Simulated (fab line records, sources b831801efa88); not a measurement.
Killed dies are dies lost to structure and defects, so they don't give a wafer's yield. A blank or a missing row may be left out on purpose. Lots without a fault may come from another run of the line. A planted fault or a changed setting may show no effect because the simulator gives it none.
A struck lot beside a sound one | flow sky130 | 32 steps out of a route of 708
Sound: wafers L946.1, L946.2, L946.3. Struck: wafers L962.2, L962.3, L962.6. The cause comes at the end.
At each step with rows: each side's tool, then ch and its chambers, then its first start. Under that, the readings that differ: sound wafers | struck wafers | difference of the means | sigmas: that difference in standard deviations of wafers without a fault.
alike: readings whose means differ by less than 2 such deviations, and words and numbers that are the same on both sides. not compared: withheld readings, readings that some wafer has no value for, bounds like >300 that may hide the same value, and numbers for which the record gives no deviation and whose values overlap.
The two part at a step that has a row with sigmas, a row that says differs or no value, or rows on one side only. Numbers that don't overlap but have no deviation are shown without sigmas and don't part them. A reading that every wafer of one side lacks parts them only if that side has two wafers or more.

SKY_SD_P_CD_MEAS_07: target cd 380 nm.
  sound on cd_sem-02, day 26 03:46; struck on cd_sem-02, day 31 15:17
  alike: cd_nm
SKY_SD_P_OVL_MEAS_08:
  sound on overlay-01, day 26 03:53; struck on overlay-02, day 31 15:23
  alike: SD_P_OVL
then, 1 step without rows for these wafers: SKY_SD_P_IMPLANT_09.
SKY_SD_P_STRIP_10: strips in O2/N2.
  sound on plasma_asher-01 ch 0,1, day 26 04:04; struck on plasma_asher-01 ch 1, day 31 15:34
  alike: chamber_pressure_mTorr, drypump_motor_current_A, oes_product_au, strip_time_to_endpoint_s
  not compared: rf_hours_counter_h
SKY_SD_P_TW_MEAS_11:
  sound on film_metro-03, day 26 04:10; struck on film_metro-01, day 31 15:41
  alike: SD_P_TW
then, 7 steps without rows for these wafers: SKY_RES_XHIGH_DEHYDRATE_00 (time 60 s); SKY_RES_XHIGH_HMDS_01 (prime time 60 s); SKY_RES_XHIGH_COAT_02 (resist thk 1140 nm); SKY_RES_XHIGH_SOFTBAKE_03 (time 60 s); SKY_RES_XHIGH_EXPOSE_04 (exposes mask URPM, target cd 1270 nm); SKY_RES_XHIGH_PEB_05; SKY_RES_XHIGH_DEVELOP_06 (develop time 60 s).
SKY_RES_XHIGH_IMPLANT_07:
  sound on implanter-04 ch 0, day 27 09:38; struck on implanter-02 ch 0, day 32 19:37
  reading            | sound          | struck         | difference | sigmas
  beam_on_s (s)      | 36.5 40.1 38.8 | 27.7 28.0 27.6 | -10.7      | -5
  faraday_current_uA | 555 506 522    | 735 724 734    | +203       | +7
  alike: tilt_deg
SKY_RES_XHIGH_STRIP_08: strips in O2/N2.
  sound on plasma_asher-03 ch 0,1, day 27 09:47; struck on plasma_asher-02 ch 0, day 32 19:44
  reading                      | sound             | struck            | difference | sigmas
  strip_time_to_endpoint_s (s) | 14.27 14.29 14.24 | 14.19 14.22 14.13 | -0.09      | -2
  alike: chamber_pressure_mTorr, drypump_motor_current_A, oes_product_au
  not compared: rf_hours_counter_h
SKY_RES_XHIGH_TW_MEAS_09:
  sound on film_metro-01, day 27 09:53; struck on film_metro-01, day 32 20:11
  reading      | sound          | struck         | difference | sigmas
  RES_XHIGH_TW | 1649 1659 1642 | 1540 1533 1530 | -116       | -9
  not compared: hold
then, 6 steps without rows for these wafers: SKY_SD_N_HMDS_01 (prime time 60 s); SKY_SD_N_COAT_02 (resist thk 1140 nm); SKY_SD_N_SOFTBAKE_03 (time 60 s); SKY_SD_N_EXPOSE_04 (exposes mask NSDM, target cd 380 nm); SKY_SD_N_PEB_05; SKY_SD_N_DEVELOP_06 (develop time 60 s).
SKY_SD_N_CD_MEAS_07: target cd 380 nm.
  sound on cd_sem-01, day 28 14:53; struck on cd_sem-01, day 33 22:56
  alike: cd_nm
SKY_SD_N_OVL_MEAS_08:
  sound on overlay-02, day 28 15:00; struck on overlay-02, day 33 23:02
  alike: SD_N_OVL
then, 2 steps without rows for these wafers: SKY_SD_N_IMPLANT_09; SKY_SD_N_IMPLANT_10.
SKY_SD_N_STRIP_11: strips in O2/N2.
  sound on plasma_asher-02 ch 0,1, day 28 15:20; struck on plasma_asher-04 ch 1, day 33 23:22
  alike: chamber_pressure_mTorr, drypump_motor_current_A, oes_product_au, strip_time_to_endpoint_s
  not compared: rf_hours_counter_h
SKY_SD_N_TW_MEAS_12:
  sound on film_metro-01, day 28 15:26; struck on film_metro-02, day 33 23:29
  alike: SD_N_TW
then, 1 step without rows for these wafers: SKY_SD_N_CLEAN_13 (cleans in SC1/SC2, time 150 s).
SKY_SD_N_RTA_14: time 2 s.
  sound on rtp_anneal-01 ch 0, day 28 15:33; struck on rtp_anneal-02 ch 0, day 33 23:36
  alike: anneal_temp_c_max, lamp_power_pct, wafer_temp_C_max
SKY_SD_N_RS_MEAS_16: measures by four-point-probe.
  sound on film_metro-03, day 28 15:43; struck on film_metro-03, day 33 23:47
  alike: SD_N_RS
SKY_SD_N_RS_MEAS_17: measures by four-point-probe.
  sound on film_metro-03, day 28 15:50; struck on film_metro-03, day 33 23:54
  alike: SD_P_RS
SKY_SD_N_RS_MEAS_18: measures by four-point-probe.
  sound on film_metro-03, day 28 15:58; struck on film_metro-03, day 34 00:19
  reading               | sound             | struck            | difference | sigmas
  RES_XHIGH_RS (ohm/sq) | 335.3 334.4 335.4 | 404.9 402.9 405.5 | +69.4      | +53
  not compared: hold

WHERE THEY PART
First at SKY_RES_XHIGH_IMPLANT_07; last, within this record, at SKY_SD_N_RS_MEAS_18.

WHY: what the simulator had put in
Process parameter drift: implanter-02, from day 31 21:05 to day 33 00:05, at SKY_RES_XHIGH_IMPLANT_07. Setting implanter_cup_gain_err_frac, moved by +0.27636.
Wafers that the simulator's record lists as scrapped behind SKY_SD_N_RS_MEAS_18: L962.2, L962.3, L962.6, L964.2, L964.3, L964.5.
